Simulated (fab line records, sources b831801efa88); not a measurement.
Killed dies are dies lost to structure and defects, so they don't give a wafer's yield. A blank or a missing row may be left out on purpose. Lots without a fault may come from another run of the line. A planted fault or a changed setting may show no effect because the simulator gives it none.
One fault seen from 2 desks | flow gf180mcu | each desk has only its own numbers; what lay behind them comes last

THE TOOL OWNER'S DESK: implanter-04
The tool's own readings at GF_HV_LDD_IMPLANT_21: means of the sampled wafers that have a number, for each lot that ran on this tool. A lot is out of limits, marked OUT, if its mean lies more than 4 standard deviations from the usual mean; the brackets give that distance.
Columns: A = beam_energy_keV at GF_HV_LDD_IMPLANT_21, usual 25.000
lot  | first seen here | A
L189 | day 11 03:39    | 25.002
L195 | day 13 06:37    | 24.992
L198 | day 13 23:24    | 35.920 (+99 or more) OUT
L201 | day 15 04:52    | 35.912 (+99 or more) OUT
This desk's finding: out of limits on L198, L201; first on L198, day 13 23:24 (beam_energy_keV at GF_HV_LDD_IMPLANT_21). In limits: L189, L195.

THE METROLOGY DESK
What the gauges read, lot by lot, whatever tool the lot ran on: means of the sampled wafers that have a number. A lot is out of limits, marked OUT, if its mean lies more than 4 standard deviations from the usual mean; the brackets give that distance.
Columns: A = POLY_GATE_OVL at GF_POLY_GATE_OVL_MEAS_11, usual 3 nm; B = HV_LDD_01_OVL at GF_HV_LDD_OVL_MEAS_20, usual 0.3 nm; C = HV_LDD_2_TW at GF_HV_LDD_TW_MEAS_23, usual 1056
lot  | first seen here | A  | B    | C
L189 | day 9 13:11     | -0 | -0.6 | 1057
L190 | day 9 18:03     | 2  | 0.3  | 1060
L191 | day 10 03:38    | 3  | 0.2  | 1054
L192 | day 10 10:02    | 3  | 0.9  | 1055
L194 | day 11 00:36    | 12 | -0.4 | 1060
L195 | day 11 10:23    | 7  | 1.5  | 1051
L198 | day 12 04:56    | 2  | 0.1  | 1158 (+19) OUT
L201 | day 13 07:44    | 6  | 0.3  | 1164 (+20) OUT
L206 | day 14 13:05    | -2 | -0.0 | 1051
L207 | day 14 20:43    | 2  | 2.1  | 1050
L209 | day 15 10:11    | 3  | 0.1  | 1054
L210 | day 15 16:56    | 5  | 0.2  | 1059
L211 | day 16 01:17    | 1  | 2.1  | 1057
This desk's finding: out of limits on L198, L201; first on L198, day 13 23:38 (HV_LDD_2_TW at GF_HV_LDD_TW_MEAS_23). In limits: L189, L190, L191, L192, L194, L195, L206, L207, L209, L210, L211.

PUT TOGETHER
The tool owner's desk could have raised an alarm at day 13 23:24, on L198, L201.
The metrology desk could have raised an alarm at day 13 23:38, on L198, L201.
Of the lots named, all ran GF_HV_LDD_IMPLANT_21 on implanter-04.

WHAT THE SIMULATOR HAD PUT IN
Process parameter drift: implanter-04, from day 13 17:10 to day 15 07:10, at GF_HV_LDD_IMPLANT_21. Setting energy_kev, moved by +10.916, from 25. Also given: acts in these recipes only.
Lots struck among those shown: L198, L201.
Hours from the fault's start to each desk's first reading out of limits: the tool owner's desk, 6; the metrology desk, 6.
